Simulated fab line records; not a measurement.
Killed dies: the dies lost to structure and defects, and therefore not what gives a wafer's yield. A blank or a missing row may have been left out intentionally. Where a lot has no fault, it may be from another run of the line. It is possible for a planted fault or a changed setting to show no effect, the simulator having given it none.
Chamber matching -- flow sky130 -- SKY_VIA3_HDPCVD_00 on hdpcvd-02: 3 sister chambers
The step deposits SiO2, target thk 1635 nm, time 272.5 s. 6 wafers are shown with their chamber, then 7 later ones without.

WAFERS WITH THEIR CHAMBER
wafer,chamber,sih4_flow_sccm (sccm)
L728.5,0,59.91
L730.6,0,59.91
L739.5,2,59.75
L739.6,1,59.99
L743.2,2,60.06
L743.3,1,59.97

WAFERS WITH NO CHAMBER GIVEN
wafer,sih4_flow_sccm (sccm)
L743.4,60.00
L744.2,60.07
L744.3,59.90
L744.4,60.26
L746.2,60.12
L746.3,60.11
L746.5,60.32

CHAMBER TAKEN BY EACH
wafer,from the rows above,in truth
L743.4,can't be placed: 1 or 0 or 2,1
L744.2,can't be placed: 1 or 0 or 2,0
L744.3,can't be placed: 2 or 0 or 1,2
L744.4,can't be placed: 1 or 0 or 2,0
L746.2,can't be placed: 1 or 0 or 2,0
L746.3,can't be placed: 1 or 0 or 2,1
L746.5,can't be placed: 1 or 0 or 2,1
Correctly placed: 0 of 7. Unplaceable from these rows: 7, with the true chamber sitting among the candidates in 7. Wrongly placed: 0.
How it was worked out, from the rows above alone: a wafer's distance from a chamber is the root of the sum, over the readings, of the square of ((its reading less the chamber's mean) divided by the reading's scatter). If the next closest chamber is less than 2 further off than the closest, the wafer can't be placed; otherwise it belongs to the closest. The mean given for a chamber averages the wafers shown for that chamber. The scatter is the square root of a quotient: the sum, over the shown wafers, of each reading's squared deviation from its chamber's mean, divided by wafers minus chambers.
